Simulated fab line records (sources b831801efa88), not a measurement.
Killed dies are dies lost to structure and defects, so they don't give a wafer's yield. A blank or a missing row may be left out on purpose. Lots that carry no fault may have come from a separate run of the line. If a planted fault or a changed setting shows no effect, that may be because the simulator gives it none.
Which tool is to blame? || flow gf180mcu || 36 wafers sampled from 12 lots at 1 step of a route of 602

WHAT EACH GAUGE READ, for each wafer
GF_V4_CD_MEAS_14 targets a cd of 260 nm. Usual: cd nm 260.0 nm, standard deviation 1.1.
{"lot": "L934", "measured": "day 24 07:37", "on": "cd sem-01", "cd nm (nm)": "262.8 260.4 261.0", "flag": ""}
{"lot": "L935", "measured": "day 24 16:43", "on": "cd sem-01", "cd nm (nm)": "260.6 260.6 260.9", "flag": ""}
{"lot": "L936", "measured": "day 25 02:51", "on": "cd sem-01", "cd nm (nm)": "261.6 260.5 260.7", "flag": ""}
{"lot": "L938", "measured": "day 25 16:46", "on": "cd sem-01", "cd nm (nm)": "261.4 260.7 261.0", "flag": ""}
{"lot": "L940", "measured": "day 26 10:22", "on": "cd sem-02", "cd nm (nm)": "260.6 260.2 260.8", "flag": ""}
{"lot": "L941", "measured": "day 26 15:37", "on": "cd sem-01", "cd nm (nm)": "259.5 259.8 258.9", "flag": ""}
{"lot": "L944", "measured": "day 27 16:37", "on": "cd sem-02", "cd nm (nm)": "258.2 258.7 259.5", "flag": ""}
{"lot": "L948", "measured": "day 29 00:32", "on": "cd sem-01", "cd nm (nm)": "259.9 260.2 259.4", "flag": ""}
{"lot": "L950", "measured": "day 29 20:33", "on": "cd sem-02", "cd nm (nm)": "257.8 258.2 256.8", "flag": ""}
{"lot": "L954", "measured": "day 30 15:02", "on": "cd sem-02", "cd nm (nm)": "261.7 262.1 261.0", "flag": ""}
{"lot": "L955", "measured": "day 30 20:26", "on": "cd sem-01", "cd nm (nm)": "258.8 257.3 257.5", "flag": ""}
{"lot": "L956", "measured": "day 31 06:34", "on": "cd sem-01", "cd nm (nm)": "259.6 260.4 260.1", "flag": ""}

WHAT TOOL EACH LOT RAN ON (gives the tool, then ch and the chambers of the sampled wafers, and finally the start)
Before these readings, the record contains no process step.

AS READ BY THE TOOLS THEMSELVES (means over the sampled wafers that have a number; for cases with no such wafer, the mark the record gives instead)
The record holds no such reading with a usual standard deviation.

THE ANSWER, worked out from the rows above alone
Rule: take the mean of a lot's wafers that have a number; if it is more than 3 standard deviations from the usual mean, the lot is off. Also off: a lot with no number at a reading for which 4 or more lots have one. All remaining lots with rows at the step are treated as sound. Order of review: gauges by route order, followed by the tools' own readings, for which a lot's mean as printed above is used. The first step at which some lot is off is used, and at that step the reading that is off furthest; a lot without a number counts as furthest.
No lot is off on any of the readings shown, so nothing can be concluded from this.

WHAT HAD BEEN PUT IN BY THE SIMULATOR
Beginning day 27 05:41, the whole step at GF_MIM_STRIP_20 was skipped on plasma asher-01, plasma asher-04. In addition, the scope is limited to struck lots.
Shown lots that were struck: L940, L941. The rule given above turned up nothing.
